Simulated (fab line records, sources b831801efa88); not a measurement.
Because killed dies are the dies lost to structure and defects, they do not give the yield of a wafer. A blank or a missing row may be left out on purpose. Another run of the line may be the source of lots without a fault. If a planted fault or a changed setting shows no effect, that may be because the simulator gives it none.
What tool caused it? | flow gf180mcu | 12 lots with 36 wafers sampled at 5 steps, on a route of 602 steps

== WHAT THE GAUGES READ, wafer by wafer ==
GF_V3_CD_MEAS_14 targets a cd of 260 nm. Usual: cdNm reads 259.9 nm (standard deviation 1.4).
lot  | measured     | on       | cdNm (nm)         | flag
L376 | day 22 16:59 | cdSem-01 | 258.9 258.9 259.9 | 
L377 | day 23 07:16 | cdSem-02 | 262.2 261.7 262.2 | 
L378 | day 23 11:26 | cdSem-02 | 260.3 258.5 259.5 | 
L379 | day 23 21:15 | cdSem-02 | 259.3 259.8 259.4 | 
L380 | day 24 06:46 | cdSem-02 | 258.6 260.1 257.7 | 
L381 | day 24 09:04 | cdSem-01 | 260.8 260.1 260.0 | 
L388 | day 26 16:25 | cdSem-02 | 262.1 262.2 261.0 | 
L389 | day 27 04:14 | cdSem-02 | 269.0 269.3 270.3 | OFF
L390 | day 27 10:10 | cdSem-01 | 272.6 271.8 271.6 | OFF
L392 | day 28 01:33 | cdSem-02 | 260.9 258.7 259.8 | 
L394 | day 28 15:38 | cdSem-01 | 257.8 257.2 256.9 | 
L395 | day 28 23:26 | cdSem-01 | 260.1 259.9 258.9 | 

GF_V3_OVL_MEAS_15. Usual: V3_OVL typically reads 0 nm, with standard deviation 5.
lot  | measured     | on         | V3_OVL (nm) | flag
L376 | day 22 17:06 | overlay-01 | -1 -6 1     | 
L377 | day 23 07:20 | overlay-01 | -5 1 -7     | 
L378 | day 23 11:32 | overlay-01 | 12 6 11     | 
L379 | day 23 21:22 | overlay-01 | -4 2 -7     | 
L380 | day 24 06:53 | overlay-01 | 0 6 -2      | 
L381 | day 24 09:11 | overlay-01 | -6 -1 -2    | 
L388 | day 26 16:29 | overlay-01 | -7 2 -5     | 
L389 | day 27 04:19 | overlay-01 | -1 -8 -1    | 
L390 | day 27 10:17 | overlay-01 | -2 3 3      | 
L392 | day 28 01:38 | overlay-02 | -11 0 -5    | 
L394 | day 28 15:46 | overlay-02 | -3 4 2      | 
L395 | day 28 23:34 | overlay-01 | -6 -1 -11   | 

== EACH LOT AND THE TOOL THAT RAN IT (in order: tool; ch and the chambers of the sampled wafers; start) ==
lot  | GF_M3_SPUTTER_01            | GF_M3_STRIP_17                      | GF_V3_PEB_12
L376 | pvdSputter-02, day 20 15:29 | plasmaAsher-01 ch 0, day 21 15:20   | lithoTrack-04 ch 0, day 22 16:40
L377 | pvdSputter-01, day 21 06:47 | plasmaAsher-02 ch 0,1, day 22 07:04 | lithoTrack-01 ch 0, day 23 06:57
L378 | pvdSputter-02, day 21 12:02 | plasmaAsher-03 ch 0,1, day 22 11:47 | lithoTrack-04 ch 0, day 23 11:04
L379 | pvdSputter-03, day 21 22:03 | plasmaAsher-03 ch 0,1, day 22 21:47 | lithoTrack-01 ch 0, day 23 20:54
L380 | pvdSputter-03, day 22 08:32 | plasmaAsher-02 ch 0,1, day 23 07:26 | lithoTrack-04 ch 0, day 24 06:25
L381 | pvdSputter-01, day 22 10:34 | plasmaAsher-01 ch 0,1, day 23 09:41 | lithoTrack-04 ch 0, day 24 08:43
L388 | pvdSputter-02, day 24 21:04 | plasmaAsher-01 ch 0,1, day 25 18:47 | lithoTrack-01 ch 0, day 26 16:06
L389 | pvdSputter-03, day 25 09:39 | plasmaAsher-03 ch 0,1, day 26 06:38 | lithoTrack-04 ch 0, day 27 03:55
L390 | pvdSputter-02, day 25 16:35 | plasmaAsher-03 ch 0,1, day 26 12:56 | lithoTrack-04 ch 0, day 27 09:49
L392 | pvdSputter-02, day 26 07:36 | plasmaAsher-02 ch 0,1, day 27 04:22 | lithoTrack-03 ch 0, day 28 01:14
L394 | pvdSputter-02, day 26 21:14 | plasmaAsher-03 ch 0,1, day 27 18:04 | lithoTrack-03 ch 0, day 28 15:17
L395 | pvdSputter-03, day 27 06:19 | plasmaAsher-01 ch 1, day 28 03:17   | lithoTrack-03 ch 0, day 28 23:05
- GF_M3_SPUTTER_01: material TiN, target thk 30 nm, time 25 s.
- GF_M3_STRIP_17: strips in O2/N2.
- GF_V3_PEB_12: peb time 90 s.

== AS READ BY THE TOOLS THEMSELVES (means over the sampled wafers that have a number; for cases with no such wafer, the mark the record gives instead) ==
GF_M3_SPUTTER_01. Usual: cathodeDcPowerW 6499.9 W, standard deviation 1.3; throttleValvePct 29.9 %, standard deviation 1.4.
lot  | tool          | cathodeDcPowerW (W) | throttleValvePct (%) | flag
L376 | pvdSputter-02 | 6498.9              | 30.1                 | 
L377 | pvdSputter-01 | 6498.6              | 30.4                 | 
L378 | pvdSputter-02 | 6500.8              | 30.3                 | 
L379 | pvdSputter-03 | 6500.0              | 30.6                 | 
L380 | pvdSputter-03 | 6499.3              | 29.9                 | 
L381 | pvdSputter-01 | 6500.1              | 30.7                 | 
L388 | pvdSputter-02 | 6498.1              | 30.2                 | 
L389 | pvdSputter-03 | 6500.1              | 28.6                 | 
L390 | pvdSputter-02 | 6500.2              | 29.3                 | 
L392 | pvdSputter-02 | 6499.8              | 30.0                 | 
L394 | pvdSputter-02 | 6502.5              | 29.8                 | 
L395 | pvdSputter-03 | 6499.7              | 30.1                 | 

GF_M3_STRIP_17. Usual: drypumpMotorCurrentA 5.9 A, standard deviation 0.47; heaterPowerW 301 W, standard deviation 19; n2FlowSccm 300.0 sccm, standard deviation 0.9; oesProductAu 0.536 a.u., standard deviation 0.0049; stripTimeToEndpointS 7.35 s, standard deviation 0.046.
lot  | tool           | drypumpMotorCurrentA (A) | heaterPowerW (W) | n2FlowSccm (sccm) | oesProductAu (a.u.) | stripTimeToEndpointS (s) | flag
L376 | plasmaAsher-01 | 6.1                      | 333              | 300.2             | 0.534               | 7.33                     | 
L377 | plasmaAsher-02 | 5.0                      | 310              | 300.0             | 0.534               | 7.31                     | 
L378 | plasmaAsher-03 | 6.3                      | 283              | 300.3             | 0.536               | 7.34                     | 
L379 | plasmaAsher-03 | 6.3                      | 282              | 299.5             | 0.538               | 7.34                     | 
L380 | plasmaAsher-02 | 5.0                      | 312              | 300.8             | 0.535               | 7.29                     | 
L381 | plasmaAsher-01 | 6.1                      | 319              | 299.5             | 0.540               | 7.37                     | 
L388 | plasmaAsher-01 | 6.1                      | 318              | 299.1             | 0.537               | 7.34                     | 
L389 | plasmaAsher-03 | 6.3                      | 284              | 300.2             | 0.533               | 7.33                     | 
L390 | plasmaAsher-03 | 6.3                      | 282              | 300.3             | 0.540               | 7.41                     | 
L392 | plasmaAsher-02 | 5.0                      | 311              | 299.8             | 0.533               | 7.29                     | 
L394 | plasmaAsher-03 | 6.1                      | 295              | 300.9             | 0.539               | 7.36                     | 
L395 | plasmaAsher-01 | 6.1                      | 294              | 301.2             | 0.538               | 7.37                     | 

GF_V3_PEB_12. Usual: heaterPowerTotalW 85.69 W, standard deviation 0.082; plateTempC 135.02 C, standard deviation 0.13.
lot  | tool          | heaterPowerTotalW (W) | plateTempC (C) | flag
L376 | lithoTrack-04 | 85.78                 | 135.11         | 
L377 | lithoTrack-01 | 85.69                 | 134.96         | 
L378 | lithoTrack-04 | 85.72                 | 135.04         | 
L379 | lithoTrack-01 | 85.68                 | 135.06         | 
L380 | lithoTrack-04 | 85.69                 | 134.99         | 
L381 | lithoTrack-04 | 85.68                 | 134.89         | 
L388 | lithoTrack-01 | 85.66                 | 134.88         | 
L389 | lithoTrack-04 | 89.83                 | 139.73         | OFF
L390 | lithoTrack-04 | 89.67                 | 139.88         | OFF
L392 | lithoTrack-03 | 85.77                 | 134.93         | 
L394 | lithoTrack-03 | 85.81                 | 134.93         | 
L395 | lithoTrack-03 | 85.66                 | 135.00         | 

== THE ANSWER, worked out from the rows above alone ==
Rule: a lot counts as off when the mean over its wafers that have a number is more than 3 standard deviations away from the usual mean. Also off: a lot with no number at a reading for which 4 or more lots have one. All remaining lots with rows at the step are treated as sound. Order of review: gauges by route order, followed by the tools' own readings, for which a lot's mean as printed above is used. The first step at which some lot is off is used, and at that step the reading that is off furthest; a lot without a number counts as furthest.
Off: L389, L390 (GF_V3_CD_MEAS_14, cdNm).
A tool fits if, at a process step before that reading, it ran every lot that is off, and no sound lot after the first of them. Not tried: the gauges at GF_V3_CD_MEAS_14; whatever is off there is also off at GF_V3_PEB_12, on other tools, and gauge error can't account for it. One fits: GF_V3_PEB_12 on lithoTrack-04. A fault onset in the window from L381 (day 24 08:43, its last sound lot) to L389 (day 27 03:55, its first lot off) fits.
The tool's own readings at GF_V3_PEB_12 bear it out: on the lots that are off they differ by more than 5 times the standard deviation of the sound lots' means. heaterPowerTotalW reads 89.75 W there against 85.71 W on the sound lots; plateTempC reads 139.81 C there against 134.98 C on the sound lots.

== WHAT WAS PUT IN BY THE SIMULATOR ==
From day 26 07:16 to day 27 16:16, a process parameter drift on lithoTrack-04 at GF_V3_PEB_12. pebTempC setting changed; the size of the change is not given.
Shown lots that were struck: L389, L390. This agrees with what the rule above found.
